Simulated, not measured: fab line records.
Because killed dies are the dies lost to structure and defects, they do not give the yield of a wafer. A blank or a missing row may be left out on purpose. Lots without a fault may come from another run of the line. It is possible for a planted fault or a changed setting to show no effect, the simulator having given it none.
fab line records | flow sky130
record: lots: 12 wafers: 36 last_day: 49
route steps=708 shown VT_ADJUST_LVTN@104 GATE_OXIDE@200 POLY_GATE@234 PAD_OPEN@708
lots with no fault: from the same line, run without faults
start_h: the number of hours between the record's first day and the start of the first shown wafer of the lot | wait_h: hours from the lot's prior step to this one | " unchanged from the row above | L1.1+2: a row that stands for several wafers | - value missing, or start not given | * or withheld: withheld | < > ~ a bound
route shown NAME@n: a module of which the file shows steps, and the number in the route of the first | usual: mean/standard deviation of fault-free wafers | same: alike in all rows | chamber/n: place in a boat | sites: per-site readings | _std_site: how widely they spread, as a standard deviation | _edge_site: outer sites' mean less inner sites' | radius_mm: how far each site lies from the wafer's centre | mask NAME#n: copy n | behind: tool/chamber where the wafer was last shaped | hold: why the lot was held/for how many hours/how that ended | device: transistor that didn't switch, given as n, p or np | end of line: tests of these same wafers at the route's end | step lacking rows: just its recipe | killed: count of dies lost to structure and defects at first sort (not the wafer's yield) | map: per-die view of a wafer (x killed, . not killed, _ where there is no die)
set.NAME: the setting that was run; set.NAME@STEP: the one run at that earlier step | model.NAME: the simulator's own value behind a step, which no gauge read
the route's steps for a sample of lots (tables are steps, rows are wafers)
services: a tool's chamber out of use, with start hour (start_h, from the record's first day; less than 0 if before it), hours out, and reason
== steps ==
step: SKY_VT_ADJUST_LVTN_OVL_MEAS_07
usual: VT_ADJUST_LVTN_OVL: 0.6/1.5
columns lot.wafer tool chamber start_h wait_h VT_ADJUST_LVTN_OVL[nm]
L963.1 overlay-02 - 142.61 - 0.8
L963.2 " - " " 0.0
L963.3 " - " " 0.0
L964.3 overlay-02 - 149.92 - 0.8
L964.4 " - " " 0.9
L964.5 " - " " 2.2
L966.1 overlay-01 - 162.71 - 0.3
L966.2 " - " " -0.6
L966.5 " - " " -0.6
L967.1 overlay-01 - 169.76 - 0.8
L967.2 " - " " 2.1
L967.3 " - " " 1.9
L968.1 overlay-02 - 177.01 - 1.3
L968.2 " - " " 2.2
L968.6 " - " " 1.8
L969.1 overlay-01 - 185.06 - 0.3
L969.2 " - " " -1.4
L969.5 " - " " 0.8
L970.1 overlay-01 - 207.41 - -0.1
L970.4 " - " " 2.0
L970.6 " - " " 1.7
L971.1 overlay-02 - 210.71 - 0.5
L971.3 " - " " -0.8
L971.5 " - " " 1.8
L974.2 overlay-01 - 221.47 - -0.8
L974.3 " - " " 1.3
L974.6 " - " " 1.3
L975.3 overlay-02 - 224.72 - -0.3
L975.4 " - " " -1.4
L975.6 " - " " -0.5
L976.2 overlay-01 - 230.02 - 0.5
L976.3 " - " " 1.0
L976.6 " - " " 0.7
L978.1 overlay-02 - 246.11 - 0.2
L978.3 " - " " 1.8
L978.5 " - " " 2.3
step: SKY_VT_ADJUST_LVTN_OVL_MEAS_18
usual: VT_ADJUST_LVTN_01_OVL: -0.7/1.3
columns lot.wafer tool chamber start_h wait_h VT_ADJUST_LVTN_01_OVL[nm]
L963.1 overlay-02 - 162.36 0.1 -1.5
L963.2 " - " " -1.6
L963.3 " - " " -2.2
L964.3 overlay-02 - 170.32 0.1 1.3
L964.4 " - " " -0.8
L964.5 " - " " -0.2
L966.1 overlay-01 - 182.96 0.1 -0.5
L966.2 " - " " -1.2
L966.5 " - " " -2.9
L967.1 overlay-01 - 189.61 0.1 -1.6
L967.2 " - " " -1.4
L967.3 " - " " 0.5
L968.1 overlay-01 - 197.91 0.1 1.2
L968.2 " - " " -2.0
L968.6 " - " " 1.5
L969.1 overlay-01 - 206.06 0.1 -1.5
L969.2 " - " " -1.7
L969.5 " - " " -1.4
L970.1 overlay-02 - 229.66 0.1 -2.4
L970.4 " - " " -1.2
L970.6 " - " " 0.5
L971.1 overlay-02 - 233.11 0.1 -0.6
L971.3 " - " " 1.3
L971.5 " - " " -0.4
L974.2 overlay-02 - 244.57 0.1 -1.3
L974.3 " - " " -0.7
L974.6 " - " " 0.5
L975.3 overlay-02 - 248.22 0.1 0.0
L975.4 " - " " 2.2
L975.6 " - " " -1.7
L976.2 overlay-01 - 253.87 0.1 -2.8
L976.3 " - " " -2.3
L976.6 " - " " -2.5
L978.1 overlay-02 - 270.31 0.1 0.9
L978.3 " - " " 0.5
L978.5 " - " " 0.2
step: SKY_GATE_OXIDE_STRIP_13
recipe: chemistry: O2/N2 power_w: 1400 pressure_mtorr: 1500 platen_temp_c: withheld o2_flow_sccm: 3000 n2_flow_sccm: 300 overash_fraction: 0.5
usual: drypump_motor_current_A: 5.71/0.26 oes_product_au: 0.716/0.0043 strip_time_to_endpoint_s: 14.20/0.04
columns lot.wafer tool chamber start_h wait_h drypump_motor_current_A oes_product_au rf_hours_counter_h strip_time_to_endpoint_s
L963.1 plasma_asher-03 1 309.45 0.0 5.54 0.716 49 14.15
L963.2 " 0 " " 6.08 0.713 49 14.16
L963.3 " 0 " " 6.06 0.717 - 14.17
L964.3 plasma_asher-03 1 316.23 0.0 5.52 0.719 - 14.27
L964.4 " 0 " " 6.06 0.719 - 14.28
L964.5 " 1 " " 5.52 0.711 - 14.23
L966.1 plasma_asher-02 0 332.40 0.0 5.45 0.713 65 14.12
L966.2 " 1 " " 5.73 0.712 65 14.15
L966.5 " 0 " " 5.47 0.713 - 14.21
L967.1 plasma_asher-02 0 341.76 0.0 5.45 0.720 66 14.24
L967.2 " 1 " " 5.73 0.723 66 14.22
L967.3 " 0 " " 5.44 0.719 - 14.19
L968.1 plasma_asher-03 0 351.46 0.0 6.05 0.715 53 14.20
L968.2 " 1 " " 5.53 0.718 53 14.17
L968.6 " 1 " " 5.53 0.715 - 14.16
L969.1 plasma_asher-02 1 364.15 0.0 5.73 0.707 68 14.25
L969.2 " 0 " " 5.43 0.713 68 14.22
L969.5 " 0 " " 5.45 0.717 - 14.26
L970.1 plasma_asher-01 1 391.40 0.0 6.02 0.717 66 14.19
L970.4 " 1 " " 6.02 0.715 - 14.21
L970.6 " 0 " " 5.45 0.720 - 14.18
L971.1 plasma_asher-01 1 397.15 0.0 5.98 0.721 67 14.16
L971.3 " 1 " " 6.02 0.712 - 14.18
L971.5 " 0 " " 5.44 0.713 - 14.24
L974.2 plasma_asher-02 0 413.30 0.0 5.46 0.719 73 14.22
L974.3 " 0 " " 5.45 0.718 - 14.17
L974.6 " 0 " " 5.45 0.722 - 14.13
L975.3 plasma_asher-01 1 418.53 0.0 6.01 0.711 - 14.21
L975.4 " 0 " " 5.46 0.712 - 14.27
L975.6 " 0 " " 5.42 0.717 - 14.26
L976.2 plasma_asher-03 0 424.15 0.0 6.06 0.724 60 14.21
L976.3 " 0 " " 6.06 0.712 - 14.21
L976.6 " 0 " " 6.01 0.722 - 14.21
L978.1 plasma_asher-03 1 440.64 0.0 5.55 0.716 62 14.12
L978.3 " 1 " " 5.55 0.711 - 14.19
L978.5 " 1 " " 5.53 0.718 - 14.16
step: SKY_POLY_GATE_OXIDATION_20
recipe: temp_c: 850 ambient: O2 stabilise_s: 600 purge_s: 300 target_thk_a: 40 ox_time_s: 899
usual: ox_temp_c: 850.0/0.4 ox_temp_c_max: 855.7/1.1 spike_tc_centre_C: 851.2/1.6
columns lot.wafer tool chamber start_h wait_h ox_temp_c ox_temp_c_max spike_tc_centre_C
L963.1 furnace-02 0 369.28 0.4 850.0 854.7 852.5
L963.2 " 0 " " 850.2 855.3 850.4
L963.3 " 0 " " 850.1 854.8 851.7
L964.3 furnace-02 0 379.15 0.0 850.6 855.9 852.3
L964.4 " 0 " " 849.9 855.3 854.5
L964.5 " 0 " " 850.1 855.8 852.9
L966.1 furnace-02 0 397.19 3.4 850.3 855.9 852.1
L966.2 " 0 " " 849.9 854.7 853.3
L966.5 " 0 " " 850.4 855.0 852.5
L967.1 furnace-01 0 406.15 1.9 849.9 855.5 849.0
L967.2 " 0 " " 849.9 857.2 850.4
L967.3 " 0 " " 850.7 858.1 849.3
L968.1 furnace-02 0 416.08 1.8 849.6 853.6 851.2
L968.2 " 0 " " 850.4 855.8 853.7
L968.6 " 0 " " 850.1 854.1 852.7
L969.1 furnace-01 0 429.20 0.0 849.8 855.1 847.8
L969.2 " 0 " " 849.2 854.8 848.6
L969.5 " 0 " " 850.0 856.5 850.2
L970.1 furnace-01 0 460.15 0.0 849.5 854.4 851.2
L970.4 " 0 " " 850.5 856.3 850.9
L970.6 " 0 " " 849.9 855.5 848.7
L971.1 furnace-01 0 467.19 0.3 850.6 857.5 849.7
L971.3 " 0 " " 849.9 857.6 850.1
L971.5 " 0 " " 850.3 856.2 849.7
L974.2 furnace-01 0 480.80 0.0 849.4 855.7 850.1
L974.3 " 0 " " 849.4 858.3 851.3
L974.6 " 0 " " 850.0 857.4 850.9
L974.2 furnace-01 0 482.22 0.2 849.8 856.3 849.8
L974.3 " 0 " " 850.3 858.5 849.3
L974.6 " 0 " " 850.8 855.9 849.7
L975.3 furnace-02 0 486.05 0.0 850.5 855.1 851.8
L975.4 " 0 " " 850.7 855.5 852.8
L975.6 " 0 " " 850.3 854.8 853.1
L976.2 furnace-01 0 492.75 0.0 850.1 857.0 849.6
L976.3 " 0 " " 849.4 856.4 848.8
L976.6 " 0 " " 849.7 855.6 852.0
L976.2 furnace-01 0 494.17 0.2 849.2 855.6 850.4
L976.3 " 0 " " 850.0 856.2 851.0
L976.6 " 0 " " 850.5 856.2 848.2
L978.1 furnace-02 0 510.25 0.0 849.7 854.7 852.1
L978.3 " 0 " " 850.1 855.0 853.2
L978.5 " 0 " " 849.9 854.9 851.6
step: SKY_POLY_GATE_THK_MEAS_21
recipe: reads: SiO2_of_POLY_GATE_OXIDATION_20
usual: POLY_GATE_OXIDATION_THK: 4.03/0.061
columns lot.wafer tool chamber start_h wait_h POLY_GATE_OXIDATION_THK[nm]
L963.1 film_metro-03 - 370.53 0.0 4.11
L963.2 " - " " 3.99
L963.3 " - " " 4.16
L964.3 film_metro-03 - 380.42 0.0 4.01
L964.4 " - " " 4.01
L964.5 " - " " 4.06
L966.1 film_metro-02 - 398.44 0.0 3.92
L966.2 " - " " 3.98
L966.5 " - " " 4.04
L967.1 film_metro-02 - 407.40 0.0 3.98
L967.2 " - " " 4.00
L967.3 " - " " 4.12
L968.1 film_metro-02 - 417.33 0.0 4.08
L968.2 " - " " 4.05
L968.6 " - " " 3.96
L969.1 film_metro-01 - 430.45 0.0 4.03
L969.2 " - " " 3.93
L969.5 " - " " 3.90
L970.1 film_metro-03 - 461.40 0.0 4.01
L970.4 " - " " 4.04
L970.6 " - " " 3.97
L971.1 film_metro-03 - 468.44 0.0 4.04
L971.3 " - " " 4.08
L971.5 " - " " 4.05
L974.2 film_metro-03 - 483.59 0.1 6.64
L974.3 " - " " 6.58
L974.6 " - " " 6.51
L975.3 film_metro-02 - 487.32 0.0 4.10
L975.4 " - " " 4.05
L975.6 " - " " 4.03
L976.2 film_metro-01 - 495.43 0.0 6.73
L976.3 " - " " 6.71
L976.6 " - " " 6.72
L978.1 film_metro-01 - 511.50 0.0 4.03
L978.3 " - " " 4.04
L978.5 " - " " 3.90
step: SKY_PAD_OPEN_PROBE_99
usual: killed_at_M0_to_M3: 42/6.6 killed_at_M4_up: 3.0/1.8 killed_at_contacts: 25/5.1 killed_at_front_end: 15/4.4 killed_at_other: 0.3/0.56 killed_dies: 86/8.6 killed_open: 47/6.9 killed_short: 38/6
same: gross_dies: 492 killed_at_back_side: 0
columns lot.wafer tool chamber start_h wait_h killed_at_M0_to_M3 killed_at_M4_up killed_at_contacts killed_at_front_end killed_at_other killed_dies killed_open killed_short
L970.1 prober-01 - 1131.93 0.1 36 5 28 18 0 87 47 40
L970.4 prober-01 - 1132.08 0.2 43 6 22 19 0 90 47 43
L970.6 prober-01 - 1132.18 0.2 38 4 24 16 0 82 47 35
L974.2 prober-01 - 1151.73 0.1 48 2 26 21 1 98 46 52
L974.3 prober-01 - 1151.78 0.2 41 3 37 17 0 98 53 45
L976.2 prober-01 - 1154.13 0.1 42 1 30 22 0 95 61 33
L976.3 prober-01 - 1154.18 0.2 39 6 19 9 0 73 39 33
L976.6 prober-01 - 1154.33 0.2 38 2 16 15 0 71 45 25
killed by level:class
L970.1 CONTACT:geometric_particle:open=11 VIA1:geometric_particle:open=11 FIELD_ISO:geometric_particle:short=8 LI_CONTACT:geometric_particle:open=7 FIELD_ISO:geometric_particle:open=6 CONTACT:geometric_particle:short=6 METAL1:geometric_particle:short=6 METAL3:geometric_particle:short=4
L970.4 CONTACT:geometric_particle:open=10 VIA1:geometric_particle:open=8 FIELD_ISO:geometric_particle:open=6 FIELD_ISO:geometric_particle:short=6 VIA3:geometric_particle:open=6 VIA2:geometric_particle:open=6 LI_CONTACT:geometric_particle:open=5 METAL4:geometric_particle:short=5
L970.6 VIA1:geometric_particle:open=10 CONTACT:geometric_particle:open=10 METAL1:geometric_particle:short=6 VIA3:geometric_particle:open=6 LI_CONTACT:geometric_particle:open=5 VIA2:geometric_particle:open=5 CONTACT:geometric_particle:short=4 VIA1:geometric_particle:short=4
L974.2 VIA1:geometric_particle:open=10 CONTACT:geometric_particle:short=9 CONTACT:geometric_particle:open=9 VIA2:geometric_particle:open=8 POLY_GATE:geometric_particle:open=6 POLY_GATE:geometric_particle:short=6 METAL1:geometric_particle:short=6 VIA1:geometric_particle:short=6
L974.3 CONTACT:geometric_particle:open=15 FIELD_ISO:geometric_particle:open=8 LI_CONTACT:geometric_particle:open=8 METAL1:geometric_particle:short=8 CONTACT:geometric_particle:short=7 VIA1:geometric_particle:open=6 VIA2:geometric_particle:short=6 VIA2:geometric_particle:open=6
L976.2 VIA1:geometric_particle:open=12 CONTACT:geometric_particle:open=12 LI_CONTACT:geometric_particle:open=11 POLY_GATE:geometric_particle:open=7 VIA3:geometric_particle:open=7 METAL2:geometric_particle:short=5 FIELD_ISO:geometric_particle:short=4 FIELD_ISO:geometric_particle:open=4
L976.3 VIA1:geometric_particle:open=13 CONTACT:geometric_particle:open=8 VIA2:geometric_particle:open=6 FIELD_ISO:geometric_particle:short=4 METAL4:geometric_particle:short=4 VIA3:geometric_particle:short=4 FIELD_ISO:geometric_particle:open=3 LI_CONTACT:geometric_particle:open=3
L976.6 VIA3:geometric_particle:open=10 VIA1:geometric_particle:open=9 VIA2:geometric_particle:open=7 METAL2:geometric_particle:short=5 LI_CONTACT:geometric_particle:open=5 LOCAL_INTERCONNECT:geometric_particle:short=5 CONTACT:geometric_particle:open=5 FIELD_ISO:geometric_particle:open=4
== services ==
columns tool chamber start_h hours kind
plasma_asher-03 - 306.46 2.3 repair
plasma_asher-03 - 320.00 4.3 repair
plasma_asher-02 - 377.50 4.4 repair
furnace-01 - 381.63 4.3 pm
furnace-01 - 388.94 1.8 pm
plasma_asher-02 - 421.25 9.0 pm
plasma_asher-02 0 421.25 9.0 vent_cycle
plasma_asher-02 1 421.25 9.0 vent_cycle
furnace-01 - 422.08 2.4 pm
plasma_asher-02 0 430.25 - clean
plasma_asher-02 1 430.25 - clean
plasma_asher-02 - 450.72 2.8 pm
furnace-02 - 467.83 5.6 pm
furnace-02 - 501.80 3.0 pm
== key ==
first_sign: step: SKY_POLY_GATE_OXIDATION_20 reading: visit direction: added
effect: step: SKY_POLY_GATE_THK_MEAS_21 reading: POLY_GATE_OXIDATION_THK direction: up sigmas: 43 usual: 4.03 struck: 6.65
met_at SKY_POLY_GATE_OXIDATION_20
struck_lots L974,L976
tester_left_out L974,L976
not_acting_at SKY_VT_ADJUST_LVTN_OVL_MEAS_07,SKY_VT_ADJUST_LVTN_OVL_MEAS_18,SKY_GATE_OXIDE_STRIP_13
fault: kind: repeated_step_whole tool: furnace-01,furnace-02 chamber: - onset_h: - steps: SKY_POLY_GATE_OXIDATION_20 times: 1 scope: struck_lots_only
tester_left_out: of these lots the tester's yield and bins aren't shown, on N5 and GAA mostly nor the transistor test; their killed dies are dies lost to structure and defects alone, not to doping, threshold or leakage, so they don't give the yield
